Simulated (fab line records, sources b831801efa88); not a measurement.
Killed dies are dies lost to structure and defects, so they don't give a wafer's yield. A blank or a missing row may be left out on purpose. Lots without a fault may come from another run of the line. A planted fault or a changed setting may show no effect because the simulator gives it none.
Problem report in the 8D (eight disciplines) form, filled by code | flow gf180mcu | the parts of the form that need people (team, actions taken, sign-off) are left out

1. THE PROBLEM
heater_power_total_W at GF_V5_PEB_12 reads a mean of 89.10 W on 3 wafers of 3 lots; wafers without a fault read 85.69 W with a standard deviation of 0.077. That is +44 standard deviations from the usual mean.
The step: peb time 90 s.
First seen on wafer L663.4, day 31 16:09, on litho_track-03. The record holds 20 wafers of 7 lots with a number at this step. Rule for "out", or "out of limits": more than 4 standard deviations from the usual mean. The other wafers with a number count as sound.

2. WHAT IT IS AND WHAT IT IS NOT
question                    | is                     | is not
which readings at this step | heater_power_total_W   | -
which lots                  | L663, L667, L668       | L649, L652, L671, L672
which wafers of those lots  | L663.4, L667.4, L668.4 | L663.1, L667.3, L667.5, L668.1, L668.3
read on which tools         | litho_track-03         | litho_track-01, litho_track-04
when                        | from day 31 16:09      | up to then (7 sound wafers); but 10 sound wafers of L667, L668, L671, L672 came after

3. SUSPECTS, AND WHAT RULES EACH OUT
Counting: a tool at a process step up to the reading stays a suspect if it ran every lot that is out. Sound lots after the first of them don't rule it out here, since some wafers of a struck lot are sound.
- cmp-01 at GF_V5_CMP_04 (polishes SiO2): kept. It ran every lot that is out, first L663 (day 30 22:22); its last sound lot up to then is L652 (day 27 12:41).
- litho_track-03 at GF_V5_PEB_12 (peb time 90 s): kept. It ran every lot that is out, first L663 (day 31 16:09); its last sound lot up to then is L652 (day 28 08:54). Its own readings are out on those wafers: heater_power_total_W.
Left after counting: cmp-01 at GF_V5_CMP_04, litho_track-03 at GF_V5_PEB_12.

4. THE CAUSE (what the simulator had put in)
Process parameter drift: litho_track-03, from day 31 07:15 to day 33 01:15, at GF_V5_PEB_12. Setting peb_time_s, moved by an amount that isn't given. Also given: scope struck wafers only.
Counting left 2 suspects, and this tool is among them.

5. THE CHAIN OF EFFECTS, in route order
Each row: a reading whose mean over the struck wafers that have a number lies more than 3 standard deviations from the usual. Only readings for which the record gives a usual standard deviation are gone through. hours: the time from each lot's start at the first step in this table that gives one to its start at this step, as a median over the lots. sigmas: the change in usual standard deviations.
hours | step         | reading              | usual   | on struck wafers | change | sigmas
0     | GF_V5_PEB_12 | heater_power_total_W | 85.69 W | 89.10            | +3.41  | +44
The process steps in it:
- GF_V5_PEB_12: peb time 90 s.
Later measuring or inspecting steps at which every struck wafer that the step has a row for has a number for every such reading, and none has moved that far: GF_V5_CD_MEAS_14, GF_V5_OVL_MEAS_15.

6. WHAT WOULD HAVE CAUGHT IT SOONER
In this record the first reading out of limits was taken at day 31 16:09, 9 hours after the fault began at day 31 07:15.
